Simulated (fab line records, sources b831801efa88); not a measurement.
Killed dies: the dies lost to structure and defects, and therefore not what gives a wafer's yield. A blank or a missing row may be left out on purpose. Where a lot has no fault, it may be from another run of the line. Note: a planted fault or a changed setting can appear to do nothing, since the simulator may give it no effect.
fab line records    flow sfq_line
record: lots: 14  wafers: 42  last_day: 93
route steps=325 shown I1@86 I2@113 I3@135 M4@149
lots untouched by any fault: they come from a run of this same line in which no faults occurred
start_h: hours from the record's opening day to when the first of the lot's shown wafers began    wait_h: hours since the lot's step before    " identical to the entry in the row above    L1.1+2: several wafers, shown together as one row    - no value, or no start was given    * or withheld: withheld    < > ~ a bound
route shown NAME@n: NAME is a module with steps in the file, n the number in the route of the first one    usual: mean/standard deviation of fault-free wafers    same: alike in all rows    chamber/n: place in a boat    sites: each site's reading    _std_site: standard deviation across them    _edge_site: the outer-site mean with the inner-site mean subtracted    radius_mm: for every site, how far away it sits from the centre of the wafer    mask NAME#n: copy n    behind: the most recent tool/chamber to have shaped the wafer    hold: why the lot was held/for how many hours/how that ended    device: the transistor (n, p or np) that didn't switch    end of line: tests of these same wafers at the route's end    a step without rows: its recipe alone    killed: dies that structure and defects cost at the first sort, which is not the same as the wafer's yield    map: per-die view of a wafer (x killed, . not killed, _ where there is no die)
set.NAME: the run value of the setting; set.NAME@STEP: its run value at that earlier step    model.NAME: the simulator's own value behind a step, which no gauge read
one table for each step of the route and one row for each wafer, over a sample of lots
services: when a tool's chamber went out of use (start_h, in hours from the record's first day, below 0 if earlier), for how many hours, and the reason
== steps ==
step: SFQ_TRILAYER_I1_VIA_STRIP_STRIP_053
recipe: gas: O2  power_w: 200  platen_temp_c: 40  overash_fraction: 0.65  chemistry: O2  pressure_mtorr: 50
usual: drypump_motor_current_A: 6.1/0.37  oes_product_au: 1.002/0.0075
lot.wafer  tool          chamber  start_h  wait_h  drypump_motor_current_A  oes_product_au  rf_hours_counter_h
L467.2     rie_metal-02  0        649.70   -       6.4                      0.999           20
L467.3     "             1        "        "       6.8                      1.009           -
L467.6     "             1        "        "       6.8                      1.005           -
L470.2     rie_metal-01  1        673.11   -       5.9                      0.998           16
L470.5     "             1        "        "       5.9                      1.007           -
L470.6     "             0        "        "       5.7                      1.000           -
L471.4     rie_metal-02  0        681.85   -       6.4                      1.005           -
L471.5     "             1        "        "       6.8                      1.015           -
L471.6     "             0        "        "       6.4                      0.999           -
L472.1     rie_metal-04  1        697.14   -       6.2                      1.002           146
L472.3     "             0        "        "       5.7                      1.021           -
L472.4     "             1        "        "       6.2                      1.001           -
L474.1     rie_metal-04  0        728.62   -       5.7                      1.003           38
L474.2     "             1        "        "       6.3                      1.003           152
L474.5     "             1        "        "       6.3                      1.006           -
L478.3     rie_metal-04  1        757.02   -       6.3                      1.010           -
L478.4     "             0        "        "       5.7                      1.021           -
L478.5     "             0        "        "       5.7                      1.011           -
L480.1     rie_metal-01  0        761.62   -       5.8                      1.003           85
L480.2     "             1        "        "       5.9                      1.003           27
L480.4     "             1        "        "       5.9                      0.995           -
L481.1     rie_metal-04  1        762.82   -       6.2                      1.009           1
L481.3     "             0        "        "       5.6                      0.998           -
L481.4     "             1        "        "       6.3                      1.002           -
L483.3     rie_metal-04  0        769.02   -       5.7                      0.999           -
L483.4     "             1        "        "       6.2                      1.003           -
L483.5     "             0        "        "       5.7                      1.016           -
L486.4     rie_metal-01  1        773.12   -       5.9                      0.993           -
L486.5     "             0        "        "       5.8                      1.005           -
L486.6     "             1        "        "       5.9                      0.999           -
L487.2     rie_metal-02  1        775.32   -       6.8                      1.015           90
L487.4     "             1        "        "       6.8                      1.016           -
L487.5     "             1        "        "       6.8                      1.007           -
L488.1     rie_metal-04  1        776.52   -       6.2                      0.998           2
L488.2     "             0        "        "       5.7                      0.997           47
L488.3     "             0        "        "       5.6                      0.996           -
L489.1     rie_metal-01  1        778.92   -       5.9                      0.994           29
L489.3     "             1        "        "       5.9                      1.001           -
L489.6     "             0        "        "       5.8                      0.996           -
L490.1     rie_metal-04  0        781.32   -       5.7                      1.000           47
L490.3     "             1        "        "       6.3                      0.994           -
L490.4     "             0        "        "       5.7                      1.003           -
step: SFQ_I2_OVL_MEAS_918
usual: I2_OVL: -1/5.6
lot.wafer  tool        chamber  start_h  wait_h  I2_OVL[nm]
L467.2     overlay-02  -        674.80   0.1     6
L467.3     "           -        "        "       4
L467.6     "           -        "        "       -1
L470.2     overlay-01  -        822.58   0.1     -7
L470.5     "           -        "        "       -6
L470.6     "           -        "        "       -5
L471.4     overlay-01  -        834.76   0.1     1
L471.5     "           -        "        "       7
L471.6     "           -        "        "       -3
L472.1     overlay-01  -        843.86   0.1     -1
L472.3     "           -        "        "       7
L472.4     "           -        "        "       0
L474.1     overlay-02  -        879.55   0.1     -1
L474.2     "           -        "        "       10
L474.5     "           -        "        "       -9
L478.3     overlay-01  -        1039.40  0.1     4
L478.4     "           -        "        "       4
L478.5     "           -        "        "       7
L480.1     overlay-01  -        1047.62  0.1     -12
L480.2     "           -        "        "       -10
L480.4     "           -        "        "       -11
L481.1     overlay-02  -        1051.22  0.1     -5
L481.3     "           -        "        "       -5
L481.4     "           -        "        "       -2
L483.3     overlay-01  -        1059.50  0.1     -2
L483.4     "           -        "        "       -7
L483.5     "           -        "        "       -1
L486.4     overlay-02  -        1067.91  0.1     1
L486.5     "           -        "        "       7
L486.6     "           -        "        "       3
L487.2     overlay-02  -        1070.30  0.1     3
L487.4     "           -        "        "       3
L487.5     "           -        "        "       -5
L488.1     overlay-02  -        1072.69  0.1     -1
L488.2     "           -        "        "       3
L488.3     "           -        "        "       -2
L489.1     overlay-02  -        1075.09  0.1     -3
L489.3     "           -        "        "       0
L489.6     "           -        "        "       -8
L490.1     overlay-01  -        1076.29  0.1     2
L490.3     "           -        "        "       -4
L490.4     "           -        "        "       -12
step: SFQ_I3_BOW_MEAS_922
recipe: mode: bow
usual: I3_BOW: 3/9
lot.wafer  tool           chamber  start_h  wait_h  I3_BOW[um]
L467.2     film_metro-01  -        819.01   1.5     15
L467.3     "              -        "        "       13
L467.6     "              -        "        "       13
L470.2     film_metro-01  -        966.73   2.0     -1
L470.5     "              -        "        "       4
L470.6     "              -        "        "       4
L471.4     film_metro-04  -        975.77   2.1     5
L471.5     "              -        "        "       -1
L471.6     "              -        "        "       8
L472.1     film_metro-04  -        984.71   1.5     -9
L472.3     "              -        "        "       -4
L472.4     "              -        "        "       1
L474.1     film_metro-04  -        987.71   2.0     -8
L474.2     "              -        "        "       7
L474.5     "              -        "        "       -3
L478.3     film_metro-02  -        1172.70  1.5     19
L478.4     "              -        "        "       13
L478.5     "              -        "        "       38
L480.1     film_metro-04  -        1180.87  2.0     4
L480.2     "              -        "        "       1
L480.4     "              -        "        "       -1
L481.1     film_metro-02  -        1185.71  1.0     2
L481.3     "              -        "        "       -1
L481.4     "              -        "        "       -13
L483.3     film_metro-02  -        1190.60  2.0     -2
L483.4     "              -        "        "       -2
L483.5     "              -        "        "       -12
L486.4     film_metro-04  -        1201.60  2.6     1
L486.5     "              -        "        "       8
L486.6     "              -        "        "       8
L487.2     film_metro-01  -        1204.56  2.0     13
L487.4     "              -        "        "       25
L487.5     "              -        "        "       8
L488.1     film_metro-02  -        1210.54  2.5     0
L488.2     "              -        "        "       10
L488.3     "              -        "        "       7
L489.1     film_metro-04  -        1211.56  2.5     -2
L489.3     "              -        "        "       3
L489.6     "              -        "        "       5
L490.1     film_metro-01  -        1213.54  1.0     3
L490.3     "              -        "        "       10
L490.4     "              -        "        "       2
step: SFQ_TRILAYER_M4_DEP_SPUTTER_091
recipe: material: Nb  base_pressure_pa: 1.33e-06  chamber_pressure_pa: 0.1333  substrate_temp_c: 20  resputter_cathode_voltage_v: 400  target_thk_nm: 200  power_w: 2000  time_s: 133.3
usual: throttle_valve_pct: 30.0/0.82
lot.wafer  tool            chamber  start_h  wait_h  throttle_valve_pct
L467.2     pvd_sputter-04  -        824.76   0.0     28.7
L467.3     "               -        "        "       29.4
L467.6     "               -        "        "       29.5
L470.2     pvd_sputter-05  -        971.27   0.0     30.5
L470.5     "               -        "        "       30.4
L470.6     "               -        "        "       29.3
L471.4     pvd_sputter-05  -        1116.05  0.0     29.6
L471.5     "               -        "        "       30.4
L471.6     "               -        "        "       29.3
L472.1     pvd_sputter-04  -        1120.85  0.0     31.4
L472.3     "               -        "        "       29.3
L472.4     "               -        "        "       30.3
L474.1     pvd_sputter-06  -        1128.05  0.0     30.0
L474.2     "               -        "        "       29.4
L474.5     "               -        "        "       29.5
L478.3     pvd_sputter-05  -        1177.22  0.0     29.2
L478.4     "               -        "        "       30.2
L478.5     "               -        "        "       30.7
L480.1     pvd_sputter-05  -        1185.44  0.0     30.2
L480.2     "               -        "        "       29.3
L480.4     "               -        "        "       31.1
L481.1     pvd_sputter-06  -        1190.47  0.0     30.8
L481.3     "               -        "        "       29.7
L481.4     "               -        "        "       29.6
L483.3     pvd_sputter-05  -        1320.59  0.0     30.9
L483.4     "               -        "        "       30.0
L483.5     "               -        "        "       29.4
L486.4     pvd_sputter-05  -        1326.57  0.0     29.9
L486.5     "               -        "        "       29.4
L486.6     "               -        "        "       30.2
L487.2     pvd_sputter-06  -        1327.77  0.0     30.8
L487.4     "               -        "        "       28.5
L487.5     "               -        "        "       30.1
L488.1     pvd_sputter-05  -        1330.17  0.0     30.3
L488.2     "               -        "        "       30.2
L488.3     "               -        "        "       29.3
L489.1     pvd_sputter-06  -        1332.69  0.0     28.5
L489.3     "               -        "        "       29.7
L489.6     "               -        "        "       29.7
L490.1     pvd_sputter-05  -        1333.89  0.0     29.9
L490.3     "               -        "        "       30.6
L490.4     "               -        "        "       29.5
step: SFQ_M4_RS_MEAS_924
recipe: thk_meas_gauge: four-point-probe  reads: Nb_of_TRILAYER_M4_DEP_SPUTTER_091
usual: M4_NB_RS: 0.893/0.01
lot.wafer  tool           chamber  start_h  wait_h  M4_NB_RS[ohm/sq]
L467.2     film_metro-03  -        824.87   0.1     0.886
L467.3     "              -        "        "       0.903
L467.6     "              -        "        "       0.892
L470.2     film_metro-03  -        971.38   0.1     0.900
L470.5     "              -        "        "       0.896
L470.6     "              -        "        "       0.898
L471.4     film_metro-03  -        1116.20  0.1     0.894
L471.5     "              -        "        "       0.885
L471.6     "              -        "        "       0.900
L472.1     film_metro-03  -        1120.95  0.0     0.891
L472.3     "              -        "        "       0.903
L472.4     "              -        "        "       0.895
L474.1     film_metro-01  -        1128.14  0.0     0.884
L474.2     "              -        "        "       0.881
L474.5     "              -        "        "       0.879
L478.3     film_metro-03  -        1177.35  0.1     0.855
L478.4     "              -        "        "       0.880
L478.5     "              -        "        "       0.886
L480.1     film_metro-02  -        1185.53  0.0     0.857
L480.2     "              -        "        "       0.896
L480.4     "              -        "        "       0.888
L481.1     film_metro-02  -        1191.88  1.4     0.903
L481.3     "              -        "        "       0.903
L481.4     "              -        "        "       0.896
L483.3     film_metro-02  -        1321.31  0.7     0.891
L483.4     "              -        "        "       0.894
L483.5     "              -        "        "       0.898
L486.4     film_metro-02  -        1326.72  0.1     0.886
L486.5     "              -        "        "       0.891
L486.6     "              -        "        "       0.888
L487.2     film_metro-02  -        1327.88  0.1     0.899
L487.4     "              -        "        "       0.886
L487.5     "              -        "        "       0.891
L488.1     film_metro-02  -        1330.26  0.0     0.879
L488.2     "              -        "        "       0.869
L488.3     "              -        "        "       0.880
L489.1     film_metro-01  -        1332.78  0.0     0.899
L489.3     "              -        "        "       0.896
L489.6     "              -        "        "       0.898
L490.1     film_metro-02  -        1333.98  0.0     0.870
L490.3     "              -        "        "       0.870
L490.4     "              -        "        "       0.873
step: SFQ_TRILAYER_M4_ETCH_METAL_ETCH_096
recipe: target: Nb  stop_on: SiO2  mask_material: PR  chemistry: Cl2/Ar  target_depth_nm: 240  icp_w: 600  bias_w: 80  pressure_mtorr: 10  time_s: 120
usual: drypump_motor_current_A: 6.1/0.46  oes_product_au: 0.893/0.0079
lot.wafer  tool          chamber  start_h  wait_h  drypump_motor_current_A  oes_product_au  rf_hours_counter_h
L467.2     rie_metal-03  1        962.13   0.0     6.3                      0.892           123
L467.3     "             1        "        "       6.3                      0.887           -
L467.6     "             0        "        "       5.4                      0.885           -
L470.2     rie_metal-03  1        1102.79  0.0     6.3                      0.891           4
L470.5     "             1        "        "       6.3                      0.893           -
L470.6     "             0        "        "       5.5                      0.892           -
L471.4     rie_metal-02  0        1118.83  0.1     6.4                      0.895           -
L471.5     "             1        "        "       6.8                      0.901           -
L471.6     "             0        "        "       6.4                      0.888           -
L472.1     rie_metal-03  0        1123.47  0.0     5.5                      0.894           45
L472.3     "             0        "        "       5.4                      0.883           -
L472.4     "             1        "        "       6.3                      0.891           -
L474.1     rie_metal-04  0        1243.95  0.0     5.6                      0.901           102
L474.2     "             1        "        "       6.2                      0.894           63
L474.5     "             0        "        "       5.7                      0.910           -
L478.3     rie_metal-02  0        1310.11  0.1     6.4                      0.917           -
L478.4     "             1        "        "       6.8                      0.900           -
L478.5     "             1        "        "       6.8                      0.893           -
L480.1     rie_metal-02  0        1316.42  0.0     6.4                      0.918           115
L480.2     "             1        "        "       6.8                      0.888           33
L480.4     "             0        "        "       6.4                      0.901           -
L481.1     rie_metal-03  0        1317.40  0.0     5.4                      0.883           74
L481.3     "             1        "        "       6.3                      0.886           -
L481.4     "             0        "        "       5.5                      0.894           -
L483.3     rie_metal-03  0        1327.04  0.1     5.4                      0.891           -
L483.4     "             1        "        "       6.3                      0.892           -
L483.5     "             0        "        "       5.4                      0.894           -
L486.4     rie_metal-04  1        1438.47  0.1     6.2                      0.895           -
L486.5     "             1        "        "       6.2                      0.891           -
L486.6     "             0        "        "       5.7                      0.892           -
L487.2     rie_metal-04  1        1442.15  0.0     6.3                      0.884           95
L487.4     "             1        "        "       6.2                      0.901           -
L487.5     "             0        "        "       5.7                      0.895           -
L488.1     rie_metal-03  1        1443.35  0.0     6.3                      0.905           51
L488.2     "             0        "        "       5.4                      0.918           91
L488.3     "             1        "        "       6.3                      0.896           -
L489.1     rie_metal-04  0        1445.75  0.0     5.7                      0.880           3
L489.3     "             1        "        "       6.2                      0.884           -
L489.6     "             0        "        "       5.7                      0.886           -
L490.1     rie_metal-03  1        1449.35  0.0     6.3                      0.903           52
L490.3     "             1        "        "       6.3                      0.906           -
L490.4     "             0        "        "       5.5                      0.908           -
== services ==
tool            chamber  start_h  hours  kind
pvd_sputter-05  -        631.15   3.1    repair
rie_metal-03    0        640.01   8.3    repair
rie_metal-02    -        669.02   0.1    repair
rie_metal-04    0        677.21   5.1    repair
pvd_sputter-05  -        683.27   3.5    repair
rie_metal-02    1        699.83   1.4    repair
rie_metal-04    0        800.68   15.5   repair
pvd_sputter-05  -        836.39   4.5    repair
rie_metal-02    -        888.46   1.4    pm
rie_metal-03    1        900.67   1.8    repair
rie_metal-04    0        954.06   2.3    repair
pvd_sputter-05  -        960.11   7.6    repair
rie_metal-03    -        979.56   0.2    repair
pvd_sputter-05  -        1079.82  2.5    repair
rie_metal-04    -        1114.09  28.1   pm
rie_metal-03    0        1154.76  14.4   repair
pvd_sputter-05  -        1190.22  0.9    repair
rie_metal-03    1        1192.11  18.5   repair
pvd_sputter-05  -        1204.44  2.1    repair
rie_metal-03    -        1232.35  14.6   pm
rie_metal-04    -        1265.17  2.8    pm
rie_metal-04    -        1275.22  0.6    repair
rie_metal-03    -        1345.24  10.6   repair
rie_metal-04    1        1436.73  1.3    repair
== key ==
first_sign: step: SFQ_M4_RS_MEAS_924  reading: M4_NB_RS  direction: down  sigmas: 3.5  usual: 0.893  struck: 0.856
effect: step: SFQ_TRILAYER_M4_ETCH_METAL_ETCH_096  reading: oes_product_au  direction: up  sigmas: 3.1  usual: 0.893  struck: 0.918
met_at SFQ_TRILAYER_M4_DEP_SPUTTER_091
struck_lots L478,L480
struck_wafers L478.3,L480.1
not_acting_at SFQ_TRILAYER_I1_VIA_STRIP_STRIP_053,SFQ_I2_OVL_MEAS_918,SFQ_I3_BOW_MEAS_922
onset_between 1116.05 1177.22
earlier_fault: kind: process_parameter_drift  tool: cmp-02  chamber: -  onset_h: 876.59  steps: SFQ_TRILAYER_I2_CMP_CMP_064  channel: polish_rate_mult  offset: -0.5  shape: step  end_h: 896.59  scope: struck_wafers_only
fault: kind: process_parameter_drift  tool: pvd_sputter-05  chamber: -  onset_h: 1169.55  steps: SFQ_TRILAYER_M4_DEP_SPUTTER_091  channel: time_s  offset: *  shape: step  end_h: 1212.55  scope: struck_wafers_only  acts_in: *  stated: *
